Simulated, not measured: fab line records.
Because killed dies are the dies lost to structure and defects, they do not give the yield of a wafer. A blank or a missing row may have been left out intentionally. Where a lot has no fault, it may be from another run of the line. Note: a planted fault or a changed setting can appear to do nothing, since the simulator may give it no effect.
Which of the tools did it? / flow sky130 / 13 lots with 39 wafers sampled at 5 steps, on a route of 708 steps

## WHAT THE GAUGES SHOWED, per wafer
SKY_POLY_GATE_THK_MEAS_04. Usual: for POLY_GATE_CVD_03_THK the level is 74.7 nm and the standard deviation is 0.75.
lot=L610; measured=day 14 16:41; on=filmMetro-02; POLY_GATE_CVD_03_THK (nm)=74.7 74.7 75.6; flag=
lot=L611; measured=day 14 21:46; on=filmMetro-04; POLY_GATE_CVD_03_THK (nm)=75.0 75.6 74.9; flag=
lot=L612; measured=day 15 11:28; on=filmMetro-02; POLY_GATE_CVD_03_THK (nm)=75.5 76.2 76.1; flag=
lot=L613; measured=day 15 18:37; on=filmMetro-01; POLY_GATE_CVD_03_THK (nm)=75.2 75.4 75.7; flag=
lot=L616; measured=day 17 07:55; on=filmMetro-04; POLY_GATE_CVD_03_THK (nm)=75.4 75.3 75.5; flag=
lot=L623; measured=day 19 15:58; on=filmMetro-01; POLY_GATE_CVD_03_THK (nm)=74.5 73.8 74.7; flag=
lot=L624; measured=day 20 07:40; on=filmMetro-02; POLY_GATE_CVD_03_THK (nm)=75.4 75.6 75.3; flag=
lot=L625; measured=day 20 11:43; on=filmMetro-02; POLY_GATE_CVD_03_THK (nm)=74.9 75.6 75.1; flag=
lot=L626; measured=day 20 17:08; on=filmMetro-02; POLY_GATE_CVD_03_THK (nm)=73.3 73.6 72.8; flag=
lot=L629; measured=day 23 16:53; on=filmMetro-04; POLY_GATE_CVD_03_THK (nm)=75.3 75.5 76.0; flag=
lot=L633; measured=day 23 20:43; on=filmMetro-02; POLY_GATE_CVD_03_THK (nm)=73.6 73.9 73.6; flag=
lot=L630; measured=day 23 20:44; on=filmMetro-01; POLY_GATE_CVD_03_THK (nm)=74.7 74.6 74.1; flag=
lot=L632; measured=day 24 01:10; on=filmMetro-01; POLY_GATE_CVD_03_THK (nm)=74.6 74.9 74.5; flag=

SKY_LDD_LDN_TW_MEAS_13. Usual: for LDD_LDN_TW the level is 1476 and the standard deviation is 14.
lot=L610; measured=day 22 06:33; on=filmMetro-03; LDD_LDN_TW=1472 1466 1472; flag=
lot=L611; measured=day 22 11:02; on=filmMetro-03; LDD_LDN_TW=1471 1469 1473; flag=
lot=L612; measured=day 23 03:16; on=filmMetro-03; LDD_LDN_TW=1481 1475 1483; flag=
lot=L613; measured=day 23 09:58; on=filmMetro-02; LDD_LDN_TW=1486 1486 1487; flag=
lot=L616; measured=day 24 22:45; on=filmMetro-04; LDD_LDN_TW=1489 1499 1501; flag=
lot=L623; measured=day 27 06:57; on=filmMetro-03; LDD_LDN_TW=1455 1461 1452; flag=
lot=L624; measured=day 27 20:15; on=filmMetro-02; LDD_LDN_TW=1486 1486 1480; flag=
lot=L625; measured=day 28 00:31; on=filmMetro-03; LDD_LDN_TW=1456 1458 1450; flag=
lot=L626; measured=day 28 06:36; on=filmMetro-04; LDD_LDN_TW=1496 1492 1497; flag=
lot=L629; measured=day 31 02:37; on=filmMetro-03; LDD_LDN_TW=1457 1456 1448; flag=
lot=L633; measured=day 31 04:25; on=filmMetro-02; LDD_LDN_TW=1472 1476 1471; flag=
lot=L630; measured=day 31 05:59; on=filmMetro-03; LDD_LDN_TW=1448 1454 1451; flag=
lot=L632; measured=day 31 08:31; on=filmMetro-02; LDD_LDN_TW=1475 1476 1476; flag=

SKY_POLY_CUT_CD_MEAS_08: the cd target is 270 nm. Usual: cdNm 269.8 nm, standard deviation 1.5.
lot=L610; measured=day 23 16:08; on=cdSem-01; cdNm (nm)=269.9 270.5 268.8; flag=
lot=L611; measured=day 23 17:48; on=cdSem-02; cdNm (nm)=270.9 269.1 270.5; flag=
lot=L612; measured=day 24 11:09; on=cdSem-02; cdNm (nm)=268.5 269.9 269.0; flag=
lot=L613; measured=day 24 17:27; on=cdSem-01; cdNm (nm)=267.8 268.5 268.6; flag=
lot=L616; measured=day 26 05:34; on=cdSem-02; cdNm (nm)=269.1 268.6 269.7; flag=
lot=L623; measured=day 28 13:34; on=cdSem-01; cdNm (nm)=- - -; flag=OFF
lot=L624; measured=day 29 03:22; on=cdSem-01; cdNm (nm)=- - -; flag=OFF
lot=L625; measured=day 29 06:50; on=cdSem-02; cdNm (nm)=271.4 271.1 271.3; flag=
lot=L626; measured=day 29 12:14; on=cdSem-01; cdNm (nm)=269.9 270.1 268.8; flag=
lot=L629; measured=day 32 08:20; on=cdSem-02; cdNm (nm)=269.2 270.2 269.1; flag=
lot=L633; measured=day 32 09:44; on=cdSem-01; cdNm (nm)=271.3 270.4 269.7; flag=
lot=L630; measured=day 32 12:54; on=cdSem-01; cdNm (nm)=271.9 270.1 271.6; flag=
lot=L632; measured=day 32 13:02; on=cdSem-01; cdNm (nm)=268.5 268.8 270.2; flag=

SKY_SD_N_CD_MEAS_07: the cd target is 380 nm. Usual: cdNm 379.9 nm, standard deviation 2.6.
lot=L610; measured=day 27 08:41; on=cdSem-01; cdNm (nm)=378.2 380.5 379.3; flag=
lot=L611; measured=day 27 10:44; on=cdSem-02; cdNm (nm)=378.6 377.9 381.2; flag=
lot=L612; measured=day 28 02:05; on=cdSem-01; cdNm (nm)=383.2 385.0 386.5; flag=
lot=L613; measured=day 28 09:04; on=cdSem-01; cdNm (nm)=377.7 380.1 379.7; flag=
lot=L616; measured=day 29 20:41; on=cdSem-01; cdNm (nm)=378.1 377.7 376.3; flag=
lot=L623; measured=day 32 02:20; on=cdSem-02; cdNm (nm)=379.4 381.5 383.2; flag=
lot=L624; measured=day 32 15:11; on=cdSem-02; cdNm (nm)=381.8 380.1 382.5; flag=
lot=L625; measured=day 32 17:55; on=cdSem-02; cdNm (nm)=383.1 381.0 380.9; flag=
lot=L626; measured=day 32 23:46; on=cdSem-02; cdNm (nm)=383.2 379.8 382.3; flag=
lot=L629; measured=day 35 16:19; on=cdSem-01; cdNm (nm)=379.0 379.2 378.1; flag=
lot=L633; measured=day 35 17:14; on=cdSem-01; cdNm (nm)=379.7 379.3 378.8; flag=
lot=L630; measured=day 35 20:44; on=cdSem-02; cdNm (nm)=378.3 378.8 381.4; flag=
lot=L632; measured=day 35 21:26; on=cdSem-01; cdNm (nm)=380.1 380.6 381.6; flag=

## WHICH TOOL RAN EACH LOT (tool, then ch and the chambers of the sampled wafers, then the start)
lot=L610; SKY_POLY_CUT_EXPOSE_05=krfScanner-01 ch 0, day 23 01:53
lot=L611; SKY_POLY_CUT_EXPOSE_05=krfScanner-02 ch 0, day 23 04:13
lot=L612; SKY_POLY_CUT_EXPOSE_05=krfScanner-02 ch 0, day 23 19:57
lot=L613; SKY_POLY_CUT_EXPOSE_05=krfScanner-01 ch 0, day 24 02:44
lot=L616; SKY_POLY_CUT_EXPOSE_05=krfScanner-02 ch 0, day 25 15:41
lot=L623; SKY_POLY_CUT_EXPOSE_05=krfScanner-02 ch 0, day 27 23:20
lot=L624; SKY_POLY_CUT_EXPOSE_05=krfScanner-02 ch 0, day 28 13:03
lot=L625; SKY_POLY_CUT_EXPOSE_05=krfScanner-01 ch 0, day 28 16:36
lot=L626; SKY_POLY_CUT_EXPOSE_05=krfScanner-01 ch 0, day 28 22:53
lot=L629; SKY_POLY_CUT_EXPOSE_05=krfScanner-02 ch 0, day 31 18:49
lot=L633; SKY_POLY_CUT_EXPOSE_05=krfScanner-01 ch 0, day 31 20:04
lot=L630; SKY_POLY_CUT_EXPOSE_05=krfScanner-02 ch 0, day 31 23:23
lot=L632; SKY_POLY_CUT_EXPOSE_05=krfScanner-01 ch 0, day 31 23:59
- SKY_POLY_CUT_EXPOSE_05: exposes mask NPCM, target cd 270 nm.

## WHAT THE TOOLS THEMSELVES READ (means of the sampled wafers that have a number; where no wafer has one, the mark that the record gives instead)
SKY_POLY_CUT_EXPOSE_05. Usual: focusOffsetNm 0.1 nm, standard deviation 0.52.
lot=L610; tool=krfScanner-01; focusOffsetNm (nm)=-0.2; flag=
lot=L611; tool=krfScanner-02; focusOffsetNm (nm)=0.3; flag=
lot=L612; tool=krfScanner-02; focusOffsetNm (nm)=0.7; flag=
lot=L613; tool=krfScanner-01; focusOffsetNm (nm)=0.6; flag=
lot=L616; tool=krfScanner-02; focusOffsetNm (nm)=-0.8; flag=
lot=L623; tool=krfScanner-02; focusOffsetNm (nm)=0.6; flag=
lot=L624; tool=krfScanner-02; focusOffsetNm (nm)=0.3; flag=
lot=L625; tool=krfScanner-01; focusOffsetNm (nm)=-0.3; flag=
lot=L626; tool=krfScanner-01; focusOffsetNm (nm)=-0.6; flag=
lot=L629; tool=krfScanner-02; focusOffsetNm (nm)=-0.2; flag=
lot=L633; tool=krfScanner-01; focusOffsetNm (nm)=0.2; flag=
lot=L630; tool=krfScanner-02; focusOffsetNm (nm)=0.1; flag=
lot=L632; tool=krfScanner-01; focusOffsetNm (nm)=0.0; flag=

## THE ANSWER, worked out from the rows above alone
Rule: a lot counts as off when the mean over its wafers that have a number is more than 3 standard deviations away from the usual mean. A lot without any number at a reading at which 4 lots or more have one is off too. The other lots that the step has rows for count as sound. The gauges are gone through in route order, then the tools' own readings, and for those a lot's mean is taken as printed above. At the first step where some lot is off, the reading lying furthest off is the one used; lots without a number count as furthest.
Off at SKY_POLY_CUT_CD_MEAS_08 (cdNm): L623, L624. Without a number there: L623, L624.
If a tool, at a process step before that reading, ran all the lots that are off and no sound lot after the first of them, it fits. The gauges at SKY_POLY_CUT_CD_MEAS_08 are tried like those tools. Of those tried, none fits.

## WHAT THE SIMULATOR PUT IN
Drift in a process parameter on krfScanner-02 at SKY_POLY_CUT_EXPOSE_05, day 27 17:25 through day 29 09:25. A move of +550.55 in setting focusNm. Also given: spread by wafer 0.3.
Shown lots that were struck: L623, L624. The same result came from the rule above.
